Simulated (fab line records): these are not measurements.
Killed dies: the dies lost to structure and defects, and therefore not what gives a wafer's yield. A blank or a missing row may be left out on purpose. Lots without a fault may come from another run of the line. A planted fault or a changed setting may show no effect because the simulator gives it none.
Which tool is to blame?	flow gf180mcu	42 wafers from 14 lots sampled at 4 of the route's 602 steps

WHAT THE GAUGES SHOWED, per wafer
GF_VT_IMPLANT_RS_MEAS_48: the measuring method here is four-point-probe. Usual: LVPWELL_RS gives 1201.5 ohm/sq (standard deviation 2.8).
lot	measured	on	LVPWELL_RS (ohm/sq)	flag
L120	day 7 09:36	film_metro-02	1199.9 1201.1 1196.9	
L121	day 8 00:08	film_metro-02	1202.1 1203.1 1201.0	
L124	day 8 20:59	film_metro-02	1203.2 1201.5 1200.0	
L125	day 8 21:06	film_metro-04	1207.4 1204.9 1205.5	
L126	day 9 12:26	film_metro-04	1193.8 1198.7 1202.8	
L130	day 10 06:59	film_metro-04	1199.1 1201.3 1201.1	
L132	day 10 21:54	film_metro-04	1206.7 1203.3 1205.9	
L133	day 11 04:53	film_metro-04	1200.3 1198.6 1199.3	
L137	day 12 11:46	film_metro-04	1203.5 1204.7 1207.8	
L138	day 12 13:31	film_metro-02	1198.5 1201.4 1201.8	
L139	day 12 21:19	film_metro-04	1204.4 1204.7 1201.1	
L140	day 13 12:09	film_metro-02	1204.1 1205.6 1202.7	
L142	day 13 21:50	film_metro-04	1201.5 1205.1 1201.7	
L143	day 14 03:46	film_metro-04	1197.6 1201.6 1199.0	

GF_SALICIDE_THK_MEAS_05: measures by xrf. Usual: SALICIDE_TIN_THK gives 20.4 nm (standard deviation 0.33).
lot	measured	on	SALICIDE_TIN_THK (nm)	flag
L120	day 15 01:11	film_metro-04	20.5 20.5 20.6	
L121	day 15 21:04	film_metro-03	20.6 20.5 20.8	
L124	day 17 00:17	film_metro-04	20.3 20.6 20.1	
L125	day 16 22:56	film_metro-03	20.1 20.4 20.0	
L126	day 17 14:39	film_metro-03	20.8 21.1 20.8	
L130	day 18 20:11	film_metro-02	20.3 20.5 20.5	
L132	day 19 11:40	film_metro-03	20.8 20.7 20.3	
L133	day 19 23:30	film_metro-04	20.7 20.4 20.8	
L137	day 21 08:02	film_metro-02	20.6 20.8 21.0	
L138	day 21 13:58	film_metro-03	19.8 20.1 20.1	
L139	day 21 22:53	film_metro-03	20.2 20.3 20.1	
L140	day 22 15:35	film_metro-02	20.7 20.6 20.5	
L142	day 23 02:40	film_metro-03	19.8 20.0 19.6	
L143	day 23 08:15	film_metro-03	19.7 19.7 19.9	

TOOL THAT RAN EACH LOT (tool first, then ch and the chambers of the sampled wafers, then the start)
lot	GF_HV_LDD_IMPLANT_33	GF_SAB_CVD_00
L120	implanter-03 ch 0, day 11 12:10	pecvd-03 ch 0,2, day 14 04:16
L121	implanter-03 ch 0, day 12 05:02	pecvd-03 ch 0,1,2, day 14 22:36
L124	implanter-01 ch 0, day 13 05:11	pecvd-03 ch 0,1,2, day 16 01:25
L125	implanter-01 ch 0, day 13 04:19	pecvd-01 ch 1,2, day 16 00:28
L126	implanter-02 ch 0, day 13 20:13	pecvd-02 ch 1,2, day 16 15:26
L130	implanter-03 ch 0, day 14 18:55	pecvd-02 ch 1,2, day 17 19:37
L132	implanter-03 ch 0, day 15 09:34	pecvd-02 ch 0,1,2, day 18 10:54
L133	implanter-03 ch 0, day 15 20:53	pecvd-01 ch 0,2, day 18 22:52
L137	implanter-02 ch 0, day 17 02:44	pecvd-03 ch 0,2, day 20 07:13
L138	implanter-01 ch 0, day 17 07:36	pecvd-01 ch 0,2, day 20 14:03
L139	implanter-01 ch 0, day 17 18:10	pecvd-01 ch 0,1,2, day 20 22:32
L140	implanter-02 ch 0, day 18 10:10	pecvd-01 ch 0,1,2, day 21 16:08
L142	implanter-01 ch 0, day 18 22:35	pecvd-02 ch 0,1,2, day 22 03:19
L143	implanter-02 ch 0, day 19 03:56	pecvd-01 ch 1,2, day 22 08:52
- GF_HV_LDD_IMPLANT_33
- GF_SAB_CVD_00: deposits SiO2 from TEOS, target thk 50 nm, time 4.9302 s.

WHAT THE TOOLS THEMSELVES READ (means of the sampled wafers that have a number; where no wafer has one, the mark that the record gives instead)
GF_HV_LDD_IMPLANT_33. Usual: dose_ions_cm2 7.502e+12, standard deviation 8.1e+09; faraday_current_uA 42.4, standard deviation 0.9; tilt_deg 30.000 degrees, standard deviation 0.02.
lot	tool	dose_ions_cm2	faraday_current_uA	tilt_deg (degrees)	flag
L120	implanter-03	7.507e+12	41.4	30.009	
L121	implanter-03	7.502e+12	42.3	29.991	
L124	implanter-01	7.494e+12	43.0	29.996	
L125	implanter-01	7.493e+12	41.9	29.986	
L126	implanter-02	7.503e+12	41.7	29.981	
L130	implanter-03	7.500e+12	42.0	30.008	
L132	implanter-03	8.108e+12	45.6	30.003	OFF
L133	implanter-03	8.097e+12	46.0	30.024	OFF
L137	implanter-02	7.503e+12	43.0	29.983	
L138	implanter-01	7.495e+12	42.0	29.995	
L139	implanter-01	7.501e+12	42.8	30.039	
L140	implanter-02	7.503e+12	42.9	29.988	
L142	implanter-01	7.505e+12	42.5	30.003	
L143	implanter-02	7.504e+12	43.1	30.030	

GF_SAB_CVD_00. Usual: heater_power_outer_w 397 W, standard deviation 68; heater_power_w 652 W, standard deviation 120.
lot	tool	heater_power_outer_w (W)	heater_power_w (W)	flag
L120	pecvd-03	431	743	
L121	pecvd-03	437	744	
L124	pecvd-03	421	725	
L125	pecvd-01	409	651	
L126	pecvd-02	413	685	
L130	pecvd-02	420	716	
L132	pecvd-02	422	710	
L133	pecvd-01	328	523	
L137	pecvd-03	391	702	
L138	pecvd-01	315	498	
L139	pecvd-01	346	540	
L140	pecvd-01	347	541	
L142	pecvd-02	448	758	
L143	pecvd-01	396	613	

THE ANSWER, worked out from the rows above alone
Rule: lot off if the mean of its wafers having a number is beyond 3 standard deviations from the usual mean. Also off: a lot with no number at a reading for which 4 or more lots have one. Any other lot the step has rows for is counted as sound. The gauges are gone through in route order, then the tools' own readings, and for those a lot's mean is taken as printed above. At the first step where some lot is off, the reading lying furthest off is the one used; lots without a number count as furthest.
Off at GF_HV_LDD_IMPLANT_33 (dose_ions_cm2): L132, L133.
A tool fits if, at that step or a process step before it, it ran every lot that is off, and no sound lot after the first of them. One fits: GF_HV_LDD_IMPLANT_33 on implanter-03. A fault onset in the window from L130 (day 14 18:55, its last sound lot) to L132 (day 15 09:34, its first lot off) fits.
The tool's own readings at GF_HV_LDD_IMPLANT_33 bear it out: on the lots that are off they differ by more than 5 times the standard deviation of the sound lots' means. dose_ions_cm2 reads 8.102e+12 there against 7.501e+12 on the sound lots; faraday_current_uA reads 45.8 there against 42.4 on the sound lots.

WHAT HAD BEEN PUT IN BY THE SIMULATOR
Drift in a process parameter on implanter-03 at GF_HV_LDD_IMPLANT_33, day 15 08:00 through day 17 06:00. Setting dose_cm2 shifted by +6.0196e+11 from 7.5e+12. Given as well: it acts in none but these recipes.
Struck lots among those shown: L132, L133. This agrees with what the rule above found.
